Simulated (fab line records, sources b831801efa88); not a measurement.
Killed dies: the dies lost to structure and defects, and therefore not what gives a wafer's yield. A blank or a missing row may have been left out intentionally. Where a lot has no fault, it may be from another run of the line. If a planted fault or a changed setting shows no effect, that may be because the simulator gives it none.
A struck lot beside a sound one || flow sky130 || 19 out of 708 route steps
Sound: wafers L402.3, L402.5, L402.6. Wafers L408.4, L408.5, L408.6 were the ones struck. At the end, the cause is stated.
For every step that has rows: the tool of each side, followed by ch and its chambers, followed by its first start. Under that, the readings that differ: sound wafers || struck wafers || difference of the means || sigmas: that difference in standard deviations of wafers without a fault.
alike: readings with means less than 2 such deviations apart, plus words and numbers identical on both sides. not compared: withheld readings, readings lacking a value on some wafer, bounds such as >300 that could conceal the same value, and numbers that have no deviation in the record and whose values overlap.
The two part at a step that has a row with sigmas, a row that says differs or no value, or rows on one side only. Numbers that don't overlap but have no deviation are shown without sigmas and don't part them. Lack of a reading on every wafer of one side parts them only where that side has two or more wafers.

first, 4 steps without rows for these wafers: SKY_METAL1_STRIP_21 (strips in post etch residue remover, time 1200 s); SKY_METAL1_CLEAN_22 (cleans in IPA, time 180 s); SKY_METAL1_CLEAN_23 (cleans in O3/DIW); SKY_VIA1_HDPCVD_00 (deposits SiO2, target thk 1030 nm, time 171.7 s).
SKY_VIA1_THK_MEAS_01:
  sound: filmMetro-02 at day 33 22:53; struck: filmMetro-03 at day 36 19:04
  alike: VIA1_HDPCVD_THK
SKY_VIA1_CMP_02: polishes SiO2.
  sound on cmp-01 ch 1,2, day 33 22:58; struck on cmp-01 ch 2,3, day 36 19:09
  alike: motorCurrentA
SKY_VIA1_BOW_MEAS_03:
  sound: filmMetro-03 at day 33 23:16; struck: filmMetro-03 at day 36 19:28
  alike: VIA1_BOW
then, 5 steps without rows for these wafers: SKY_VIA1_DEHYDRATE_04 (time 60 s); SKY_VIA1_HMDS_05 (prime time 60 s); SKY_VIA1_COAT_06 (resist thk 60 nm); SKY_VIA1_COAT_07 (resist thk 450 nm); SKY_VIA1_SOFTBAKE_08 (time 90 s).
SKY_VIA1_EXPOSE_09: exposes mask VIM, target cd 150 nm.
  sound on krfScanner-01 ch 0, day 34 13:16; struck on krfScanner-02 ch 0, day 37 08:19
{"reading": "exposureDoseMJCm2", "sound": "38.0 37.9 38.0", "struck": "41.8 41.8 41.8", "difference": "+3.8", "sigmas": "+12"}
  alike: mask
then, 2 steps without rows for these wafers: SKY_VIA1_PEB_10; SKY_VIA1_DEVELOP_11 (develop time 60 s).
SKY_VIA1_CD_MEAS_12: the cd target is 150 nm.
  sound: cdSem-02 at day 35 02:28; struck: cdSem-02 at day 37 21:28
{"reading": "cdNm (nm)", "sound": "150.6 149.6 148.9", "struck": "68.6 118.5 52.1", "difference": -70.0, "sigmas": -47}
SKY_VIA1_OVL_MEAS_13:
  sound: overlay-02 at day 35 02:33; struck: overlay-01 at day 37 21:32
  alike: VIA1_OVL
SKY_VIA1_ETCH_14: etches BARC in N2/H2, stops on SiO2, time 45.9 s, target depth 60 nm.
  sound on rieDiel-01 ch 1,3, day 35 02:35; struck on rieDiel-02 ch 2,3, day 37 21:34
{"reading": "model.VIA1.cdNm (nm)", "sound": "148.4 147.7 148.1", "struck": "68.96 118.8 53.37", "difference": -67.69, "sigmas": ""}
  alike: drypumpMotorCurrentA, n2FlowSccm, oesProductAu, throttleValvePct
  not compared: rfHoursCounterH
SKY_VIA1_ETCH_15: etches SiO2 in C4F8/O2/Ar, stops on TiN, target depth 351 nm, time 54 s.
  sound on rieDiel-01 ch 1,3, day 35 02:37; struck on rieDiel-02 ch 2,3, day 37 21:36
  alike: oesProductAu
  not compared: rfHoursCounterH

== WHERE THEY PART ==
First at SKY_VIA1_EXPOSE_09; last, within this record, at SKY_VIA1_CD_MEAS_12. Later steps at which nothing parts them and some readings are alike: SKY_VIA1_OVL_MEAS_13, SKY_VIA1_ETCH_14, SKY_VIA1_ETCH_15.

WHY: whatever the simulator had introduced
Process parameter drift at SKY_VIA1_EXPOSE_09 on krfScanner-02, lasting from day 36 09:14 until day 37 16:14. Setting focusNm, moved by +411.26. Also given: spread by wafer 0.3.
